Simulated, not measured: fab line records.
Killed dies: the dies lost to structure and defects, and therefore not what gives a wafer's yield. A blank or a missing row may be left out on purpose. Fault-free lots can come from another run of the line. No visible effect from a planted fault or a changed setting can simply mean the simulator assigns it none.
The tool behind it: which one? -- flow gf180mcu -- 12 lots with 36 wafers sampled at 2 steps, on a route of 602 steps

== WHAT EACH GAUGE READ, for each wafer ==
GF_M4_THK_MEAS_06: measures by xrf.
lot,measured,on,M4_ALCU_THK (nm)
L075,day 23 04:17,film metro-02,457 461 460
L077,day 23 16:22,film metro-04,449 450 446
L079,day 24 07:37,film metro-01,450 452 451
L081,day 25 07:26,film metro-01,452 451 451
L083,day 26 03:33,film metro-04,448 447 449
L085,day 27 00:52,film metro-02,454 454 454
L087,day 27 19:29,film metro-02,455 452 455
L088,day 28 01:43,film metro-04,448 458 455
L092,day 28 20:52,film metro-02,455 452 455
L093,day 29 00:26,film metro-02,450 449 449
L095,day 29 15:51,film metro-01,458 457 459
L097,day 30 02:04,film metro-04,457 456 458

== WHICH TOOL RAN EACH LOT (tool, then ch and the chambers of the sampled wafers, then the start) ==
lot,GF_M3_METAL_ETCH_16
L075,"rie metal-03 ch 0, day 22 02:07"
L077,"rie metal-02 ch 1, day 22 15:04"
L079,"rie metal-01 ch 0,1, day 23 06:19"
L081,"rie metal-03 ch 0, day 24 07:20"
L083,"rie metal-03 ch 1, day 25 02:36"
L085,"rie metal-01 ch 1, day 26 00:16"
L087,"rie metal-01 ch 1, day 26 19:44"
L088,"rie metal-02 ch 0,1, day 27 01:58"
L092,"rie metal-02 ch 0,1, day 27 21:18"
L093,"rie metal-03 ch 0,1, day 28 01:30"
L095,"rie metal-01 ch 0, day 28 17:33"
L097,"rie metal-03 ch 0, day 29 03:58"
- GF_M3_METAL_ETCH_16: etches the open film in Cl2/BCl3, stops on SiO2, target depth 627.5 nm, time 104.6 s.

== THE ANSWER, worked out from the rows above alone ==
Rule: usual is defined by the lots themselves. Put in order of their means at a reading, lots are off if they are a third of the lots or fewer, leave a main group of 4 or more, and stand apart from it by a gap of 3 or more times the standard deviation of the main group's means; of several such gaps the widest counts. If all means in a main group match to the digits the tables above print for the reading, that group is not used. Also off: a lot with no number at a reading for which 4 or more lots have one. The other lots that the step has rows for count as sound.
No lot is off at any reading shown: from this, nothing can be told.

== WHAT THE SIMULATOR HAD INSERTED ==
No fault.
